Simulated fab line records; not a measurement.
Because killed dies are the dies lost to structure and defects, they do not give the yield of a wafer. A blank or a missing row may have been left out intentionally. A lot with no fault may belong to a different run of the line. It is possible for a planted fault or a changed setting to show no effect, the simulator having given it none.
Which tool was responsible? | flow gf180mcu | 13 lots, 39 wafers sampled, at 2 steps of a route of 602

## WHAT THE GAUGES READ, wafer by wafer
GF_MVPSD_OVL_MEAS_07.
lot  | measured     | on         | MVPSD_OVL (nm)
L200 | day 4 22:36  | overlay-01 | -2.0 -0.3 0.4
L202 | day 5 12:26  | overlay-01 | 1.8 0.2 1.0
L203 | day 5 18:42  | overlay-01 | -2.2 -0.3 -2.1
L204 | day 5 23:44  | overlay-01 | -1.2 -2.8 0.5
L205 | day 6 06:19  | overlay-01 | 1.4 2.1 1.2
L214 | day 8 13:17  | overlay-02 | 0.3 1.4 0.5
L215 | day 8 18:45  | overlay-02 | 2.1 0.9 1.4
L218 | day 9 11:56  | overlay-02 | -0.8 0.1 -1.6
L219 | day 9 19:01  | overlay-02 | 0.1 -0.4 -2.2
L220 | day 9 23:16  | overlay-01 | -2.1 -1.1 -0.8
L221 | day 10 08:09 | overlay-02 | -1.6 -1.8 -1.2
L222 | day 10 12:29 | overlay-01 | 0.6 0.0 2.0
L223 | day 10 18:33 | overlay-02 | 1.8 1.0 1.2

GF_VT_IMPLANT_OVL_MEAS_29.
lot  | measured     | on         | VT_IMPLANT_02_OVL (nm)
L200 | day 6 19:56  | overlay-02 | -0.3 -0.7 -1.0
L202 | day 7 10:55  | overlay-02 | -0.9 -0.8 -2.0
L203 | day 7 17:21  | overlay-02 | 0.6 1.4 1.3
L204 | day 8 00:31  | overlay-01 | -1.9 -1.6 -1.5
L205 | day 8 06:46  | overlay-01 | 0.8 0.5 1.7
L214 | day 10 17:36 | overlay-01 | -0.8 -0.8 -0.3
L215 | day 10 22:53 | overlay-02 | -3.0 -1.6 -2.5
L218 | day 11 17:32 | overlay-01 | -3.9 -2.9 -1.9
L219 | day 12 01:35 | overlay-01 | 1.0 -0.1 -1.5
L220 | day 12 06:14 | overlay-01 | -4.1 -2.9 -4.0
L221 | day 12 16:40 | overlay-02 | -1.4 -3.6 -2.0
L222 | day 12 20:27 | overlay-01 | -2.9 -3.4 -1.8
L223 | day 13 03:56 | overlay-01 | -0.9 -2.7 -2.9

## WHICH TOOL RAN EACH LOT (tool, then ch and the chambers of the sampled wafers, then the start)
Before these readings, the record contains no process step.

## WHAT THE TOOLS THEMSELVES READ (means of the sampled wafers that have a number; where no wafer has one, the mark that the record gives instead)
The record holds no such reading with a usual standard deviation.

## THE ANSWER, worked out from the rows above alone
Rule: what is usual is taken from the lots themselves. The widest of any qualifying gaps counts: lots, ordered by their means at a reading, are off when they make up no more than a third of the lots, leave a main group of 4 or more, and stand apart from it by 3 or more times the standard deviation of that group's means. A main group whose means are all the same, to the digits that the tables above print for the reading, isn't used. A lot without any number at a reading at which 4 lots or more have one is off too. Any other lot the step has rows for is counted as sound. First the gauges in route order, then the tools' own readings, where a lot's mean is used as printed above. The first step at which some lot is off is used, and at that step the reading that is off furthest; a lot without a number counts as furthest.
No lot is off at any reading shown: from this, nothing can be told.

## WHAT THE SIMULATOR HAD PUT IN
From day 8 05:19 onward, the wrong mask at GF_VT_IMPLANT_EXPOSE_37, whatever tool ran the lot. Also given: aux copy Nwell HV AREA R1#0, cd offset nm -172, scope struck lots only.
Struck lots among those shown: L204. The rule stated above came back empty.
